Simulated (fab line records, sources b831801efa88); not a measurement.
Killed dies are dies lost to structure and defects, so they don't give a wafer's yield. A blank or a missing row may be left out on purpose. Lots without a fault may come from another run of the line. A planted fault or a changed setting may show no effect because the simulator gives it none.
fab line records | flow gf180mcu
record lots=13 wafers=39 last_day=34
route steps=602 shown MVPSD@89 NSD@239 CONTACT@289
lots that met no fault: from a run of the same line without faults
start_h: hours from the record's first day to the start of the lot's first wafer shown | wait_h: hours since the lot's step before | " the same as in the row above | L1.1+2: a row that stands for several wafers | - no value, or no start given | * or withheld: withheld | < > ~ a bound
route shown NAME@n: a module of which the file shows steps, and the number in the route of the first | usual: mean/standard deviation of fault-free wafers | same: alike in all rows | chamber/n: place in a boat | sites: the reading at each site | _std_site: their standard deviation | _edge_site: outer sites' mean less inner sites' | radius_mm: how far each site lies from the wafer's centre | mask NAME#n: copy n | behind: the tool/chamber that last shaped the wafer | hold: why the lot was held/for how many hours/how that ended | device: the transistor (n, p or np) that didn't switch | end of line: the same wafers' tests at the end of the route | a step without rows: its recipe alone | killed: dies lost to structure and defects at the first sort, not the wafer's yield | map: a wafer's dies, x killed, . not, _ none there
set.NAME: the setting as run; set.NAME@STEP: as run at that earlier step | model.NAME: the simulator's own value behind a step, which no gauge read
steps of the route over a sample of lots; a table a step, a row a wafer
services: from which hour (start_h, from the record's first day; less than 0 if before it) a tool's chamber was out of use, for how many hours, and why
## steps
# step GF_MVPSD_TW_MEAS_11
# usual MVPSD_TW=550.4/2.9
# columns lot.wafer tool chamber start_h wait_h MVPSD_TW
L878.3 film_metro-02 - 94.04 0.1 543.8
L878.4 " - " " 543.9
L878.6 " - " " 548.8
L879.3 film_metro-04 - 103.67 0.1 548.6
L879.4 " - " " 551.6
L879.5 " - " " 548.2
L881.1 film_metro-04 - 112.00 0.1 551.7
L881.3 " - " " 549.4
L881.6 " - " " 551.4
L882.2 film_metro-04 - 126.46 0.1 549.7
L882.3 " - " " 551.9
L882.4 " - " " 550.1
L886.1 film_metro-03 - 148.12 0.1 554.1
L886.2 " - " " 555.8
L886.3 " - " " 553.1
L889.1 film_metro-03 - 166.65 0.1 557.2
L889.4 " - " " 552.3
L889.6 " - " " 550.4
L890.1 film_metro-02 - 169.65 0.1 548.2
L890.4 " - " " 547.8
L890.5 " - " " 550.3
L891.2 film_metro-02 - 174.68 0.1 548.2
L891.3 " - " " 545.8
L891.6 " - " " 548.3
L892.3 film_metro-04 - 184.89 0.1 549.0
L892.4 " - " " 549.0
L892.6 " - " " 547.9
L896.1 film_metro-03 - 205.70 0.1 547.2
L896.2 " - " " 550.6
L896.5 " - " " 551.1
L898.3 film_metro-02 - 216.77 0.1 550.2
L898.4 " - " " 549.1
L898.5 " - " " 551.2
L900.2 film_metro-03 - 229.31 0.1 553.2
L900.3 " - " " 549.7
L900.4 " - " " 549.4
L901.1 film_metro-03 - 236.09 0.1 551.5
L901.2 " - " " 553.2
L901.6 " - " " 554.2
# step GF_NSD_EXPOSE_04
# recipe mask_id=Nplus target_cd_nm=400 na=0.6 source_shape=conventional sigma_outer=0.6 dose_mj=140
# usual focus_offset_nm=0.0/0.59
# columns lot.wafer tool chamber start_h wait_h mask focus_offset_nm
L878.3 iline_stepper-02 0 281.40 - Nplus#0 -0.1
L878.4 " 0 " " Nplus#0 -0.6
L878.6 " 0 " " Nplus#0 0.3
L879.3 iline_stepper-02 0 297.52 - Nplus#0 -0.2
L879.4 " 0 " " Nplus#0 0.0
L879.5 " 0 " " Nplus#0 0.6
L881.1 iline_stepper-01 0 308.65 - Nplus#0 -0.9
L881.3 " 0 " " Nplus#0 -0.9
L881.6 " 0 " " Nplus#0 -2.1
L882.2 iline_stepper-02 0 325.97 - Nplus#0 -0.6
L882.3 " 0 " " Nplus#0 -0.6
L882.4 " 0 " " Nplus#0 0.0
L886.1 iline_stepper-01 0 354.08 - Nplus#0 0.0
L886.2 " 0 " " Nplus#0 0.6
L886.3 " 0 " " Nplus#0 -0.2
L889.1 iline_stepper-02 0 380.05 - Nplus#0 0.8
L889.4 " 0 " " Nplus#0 0.3
L889.6 " 0 " " Nplus#0 0.0
L890.1 iline_stepper-02 0 387.23 - Nplus#0 -0.2
L890.4 " 0 " " Nplus#0 -0.3
L890.5 " 0 " " Nplus#0 0.7
L891.2 iline_stepper-02 0 391.53 - Nplus#0 0.3
L891.3 " 0 " " Nplus#0 0.1
L891.6 " 0 " " Nplus#0 0.4
L892.3 iline_stepper-02 0 407.64 - Nplus#0 -0.1
L892.4 " 0 " " Nplus#0 -0.2
L892.6 " 0 " " Nplus#0 -0.6
L896.1 iline_stepper-02 0 436.08 - Nplus#0 -0.9
L896.2 " 0 " " Nplus#0 -0.2
L896.5 " 0 " " Nplus#0 -0.3
L898.3 iline_stepper-01 0 450.52 - Nplus#0 0.1
L898.4 " 0 " " Nplus#0 -0.5
L898.5 " 0 " " Nplus#0 0.1
L900.2 iline_stepper-01 0 462.90 - Nplus#0 -0.2
L900.3 " 0 " " Nplus#0 0.5
L900.4 " 0 " " Nplus#0 -0.1
L901.1 iline_stepper-01 0 472.46 - Nplus#0 0.9
L901.2 " 0 " " Nplus#0 0.0
L901.6 " 0 " " Nplus#0 0.8
# step GF_NSD_OVL_MEAS_08
# usual NSD_OVL=-1.0/1.5
# columns lot.wafer tool chamber start_h wait_h NSD_OVL[nm]
L878.3 overlay-02 - 290.54 0.1 -1.2
L878.4 " - " " 0.9
L878.6 " - " " -0.4
L879.3 overlay-02 - 307.11 0.1 3.1
L879.4 " - " " 2.3
L879.5 " - " " 1.8
L881.1 overlay-02 - 318.83 0.1 -3.0
L881.3 " - " " -3.4
L881.6 " - " " -1.3
L882.2 overlay-02 - 336.09 0.1 -1.2
L882.3 " - " " -0.4
L882.4 " - " " -0.5
L886.1 overlay-01 - 365.00 0.1 -1.9
L886.2 " - " " -3.2
L886.3 " - " " -1.3
L889.1 overlay-01 - 391.60 0.1 0.8
L889.4 " - " " -1.1
L889.6 " - " " 0.1
L890.1 overlay-02 - 398.47 0.1 -85.1
L890.4 " - " " -86.0
L890.5 " - " " -84.9
L891.2 overlay-02 - 403.68 0.1 -84.3
L891.3 " - " " -84.8
L891.6 " - " " -84.6
L892.3 overlay-02 - 419.44 0.1 -86.2
L892.4 " - " " -84.5
L892.6 " - " " -85.1
L896.1 overlay-02 - 447.68 0.1 -85.0
L896.2 " - " " -84.7
L896.5 " - " " -84.3
L898.3 overlay-02 - 462.85 0.1 -2.5
L898.4 " - " " -1.6
L898.5 " - " " -2.4
L900.2 overlay-02 - 474.53 0.1 -1.9
L900.3 " - " " -2.3
L900.4 " - " " -2.2
L901.1 overlay-02 - 484.50 0.1 -2.1
L901.2 " - " " -2.3
L901.6 " - " " -2.7
# step GF_CONTACT_CVD_02
# recipe material=SiO2 target_thk_nm=860 precursor=TEOS temp_c=400 time_s=95.992 rf_w=600
# usual heater_power_w=631/75 rf_fwd_power_W=596.1/1.9
# columns lot.wafer tool chamber start_h wait_h heater_power_w rf_fwd_power_W
L878.3 pecvd-01 0 333.48 0.0 711 596.8
L878.4 " 0 " " 585 599.3
L878.6 " 1 " " 691 594.0
L879.3 pecvd-04 1 350.50 0.0 684 593.3
L879.4 " 1 " " 546 595.4
L879.5 " 0 " " 554 595.1
L881.1 pecvd-02 0 364.19 0.1 627 595.0
L881.3 " 1 " " 620 594.1
L881.6 " 2 " " 549 598.3
L882.2 pecvd-04 0 381.94 0.0 596 597.7
L882.3 " 1 " " 680 598.0
L882.4 " 2 " " 550 593.2
L886.1 pecvd-01 2 412.84 0.1 566 594.5
L886.2 " 1 " " 765 596.4
L886.3 " 0 " " 588 598.6
L889.1 pecvd-01 2 442.20 0.1 556 596.4
L889.4 " 1 " " 762 595.8
L889.6 " 2 " " 580 594.3
L890.1 pecvd-01 1 447.99 0.1 653 599.8
L890.4 " 0 " " 691 600.0
L890.5 " 2 " " 517 597.7
L891.2 pecvd-02 0 454.21 0.0 712 597.8
L891.3 " 1 " " 614 594.2
L891.6 " 2 " " 691 599.9
L892.3 pecvd-04 0 470.28 0.0 619 596.5
L892.4 " 1 " " 688 592.9
L892.6 " 0 " " 657 594.0
L896.1 pecvd-02 2 497.84 0.1 625 599.8
L896.2 " 1 " " 702 596.9
L896.5 " 2 " " 660 595.4
L898.3 pecvd-01 0 513.11 0.0 646 597.6
L898.4 " 0 " " 681 599.9
L898.5 " 2 " " 451 593.4
L900.2 pecvd-02 1 524.58 0.0 681 600.5
L900.3 " 0 " " 589 594.9
L900.4 " 2 " " 708 596.6
L901.1 pecvd-01 0 533.45 0.1 639 597.2
L901.2 " 2 " " 461 596.1
L901.6 " 0 " " 687 594.8
# step GF_CONTACT_ETCH_17
# recipe chemistry=C4F8/O2/Ar mask_material=KrF target=SiO2 stop_on=CoSi2 source_w=1500 bias_w=1200 pressure_mtorr=40 c4f8_flow_sccm=withheld O2_flow_sccm=6 Ar_flow_sccm=300 time_s=withheld target_depth_a=8600
# usual bias_w=1199/3.6 oes_product_au=0.814/0.005 rf_fwd_power_W=1494/4.6
# columns lot.wafer tool chamber start_h wait_h bias_w oes_product_au rf_fwd_power_W
L878.3 rie_diel-03 3 - - 1196 0.812 1493
L878.4 " 1 " " 1195 0.813 1496
L878.6 " 1 " " 1195 0.811 1496
L879.3 rie_diel-02 1 - - 1197 0.817 1491
L879.4 " 0 " " 1196 0.816 1489
L879.5 " 1 " " 1200 0.815 1496
L881.1 rie_diel-01 0 - - 1196 0.813 1493
L881.3 " 1 " " 1203 0.824 1500
L881.6 " 1 " " 1198 0.805 1492
L882.2 rie_diel-03 1 - - 1202 0.812 1493
L882.3 " 0 " " 1194 0.810 1495
L882.4 " 2 " " 1204 0.810 1492
L886.1 rie_diel-01 2 - - 1198 0.816 1500
L886.2 " 0 " " 1189 0.816 1491
L886.3 " 1 " " 1197 0.816 1500
L889.1 rie_diel-02 2 - - 1199 0.818 1501
L889.4 " 1 " " 1197 0.815 1496
L889.6 " 1 " " 1195 0.811 1495
L890.1 rie_diel-02 2 - - 1192 0.814 1493
L890.4 " 3 " " 1199 0.819 1497
L890.5 " 1 " " 1197 0.822 1487
L891.2 rie_diel-03 2 - - 1196 0.813 1497
L891.3 " 0 " " 1196 0.820 1501
L891.6 " 2 " " 1200 0.812 1498
L892.3 rie_diel-01 1 - - 1200 0.819 1496
L892.4 " 2 " " 1202 0.820 1496
L892.6 " 1 " " 1190 0.824 1499
L896.1 rie_diel-03 1 - - 1204 0.820 1497
L896.2 " 3 " " 1197 0.816 1495
L896.5 " 0 " " 1197 0.820 1492
L898.3 rie_diel-01 0 - - 1201 0.809 1490
L898.4 " 3 " " 1198 0.814 1497
L898.5 " 2 " " 1206 0.818 1493
L900.2 rie_diel-01 1 - - 1204 0.819 1489
L900.3 " 2 " " 1202 0.817 1495
L900.4 " 3 " " 1204 0.813 1489
L901.1 rie_diel-03 1 - - 1204 0.816 1497
L901.2 " 2 " " 1200 0.813 1491
L901.6 " 1 " " 1203 0.799 1494
## services
# columns tool chamber start_h hours kind
pecvd-01 1 260.55 12.0 repair
rie_diel-03 - 308.47 0.2 repair
pecvd-01 1 337.53 15.9 repair
iline_stepper-02 - 347.55 6.4 repair
iline_stepper-02 - 366.40 1.7 pm
pecvd-02 - 368.88 14.0 pm
rie_diel-03 - 374.00 1.3 repair
iline_stepper-01 - 383.21 8.9 pm
pecvd-01 0 388.32 14.1 repair
iline_stepper-01 - 392.10 1.7 pm
rie_diel-01 1 406.14 10.1 repair
rie_diel-01 - 415.85 2.8 pm
rie_diel-03 0 421.29 8.3 repair
rie_diel-03 3 429.80 70.1 repair
rie_diel-01 1 443.51 5.6 repair
rie_diel-01 3 448.27 5.2 repair
pecvd-02 0 449.58 3.8 repair
pecvd-01 2 450.02 5.4 repair
rie_diel-03 2 455.40 10.7 repair
rie_diel-03 1 465.68 6.6 repair
rie_diel-03 3 528.27 15.3 repair
rie_diel-03 - 531.05 2.8 pm
pecvd-01 - 538.72 0.8 repair
rie_diel-03 2 541.76 1.9 repair
## key
first_sign step=GF_NSD_OVL_MEAS_08 reading=NSD_OVL direction=down sigmas=57 usual=-1.0 struck=-85.0
effect none on later readings
met_at GF_NSD_EXPOSE_04
struck_lots L890,L891,L892,L896
tester_left_out L890,L891,L892,L896
not_acting_at GF_MVPSD_TW_MEAS_11,GF_CONTACT_CVD_02,GF_CONTACT_ETCH_17
onset_between 380.05 387.23
fault kind=scanner_matching_overlay tool=iline_stepper-02 chamber=- onset_h=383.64 steps=GF_NSD_EXPOSE_04 offset=-84.408
# tester_left_out: of these lots the tester's yield and bins aren't shown, on N5 and GAA mostly nor the transistor test; their killed dies are dies lost to structure and defects alone, not to doping, threshold or leakage, so they don't give the yield
